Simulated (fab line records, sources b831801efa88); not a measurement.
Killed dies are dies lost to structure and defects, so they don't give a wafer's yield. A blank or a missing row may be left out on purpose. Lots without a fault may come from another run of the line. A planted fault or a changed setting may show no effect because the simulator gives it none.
Which tool did it? | flow gf180mcu | 7 lots, 21 wafers sampled, at 1 step of a route of 602

WHAT THE GAUGES READ, wafer by wafer
GF_VT_IMPLANT_RS_MEAS_46: measures by four-point-probe.
lot  | measured     | on            | MVSD_RS (ohm/sq)
L782 | day 7 21:15  | film_metro-04 | 457.8 457.2 457.6
L787 | day 9 06:47  | film_metro-04 | 457.2 457.3 457.0
L789 | day 9 19:35  | film_metro-04 | 456.1 457.2 456.5
L791 | day 10 06:27 | film_metro-01 | 456.0 455.7 457.0
L800 | day 12 15:38 | film_metro-04 | 457.4 456.8 457.6
L802 | day 13 03:44 | film_metro-01 | 456.3 457.1 456.6
L804 | day 13 17:06 | film_metro-03 | 457.2 456.4 456.5

WHICH TOOL RAN EACH LOT (tool, then ch and the chambers of the sampled wafers, then the start)
The record holds no process step before these readings.

THE ANSWER, worked out from the rows above alone
Rule: what is usual is taken from the lots themselves. Put in order of their means at a reading, lots are off if they are a third of the lots or fewer, leave a main group of 4 or more, and stand apart from it by a gap of 3 or more times the standard deviation of the main group's means; of several such gaps the widest counts. A main group whose means are all the same, to the digits that the tables above print for the reading, isn't used. A lot without any number at a reading at which 4 lots or more have one is off too. The other lots that the step has rows for count as sound.
No lot is off at any reading shown: from this, nothing can be told.

WHAT THE SIMULATOR HAD PUT IN
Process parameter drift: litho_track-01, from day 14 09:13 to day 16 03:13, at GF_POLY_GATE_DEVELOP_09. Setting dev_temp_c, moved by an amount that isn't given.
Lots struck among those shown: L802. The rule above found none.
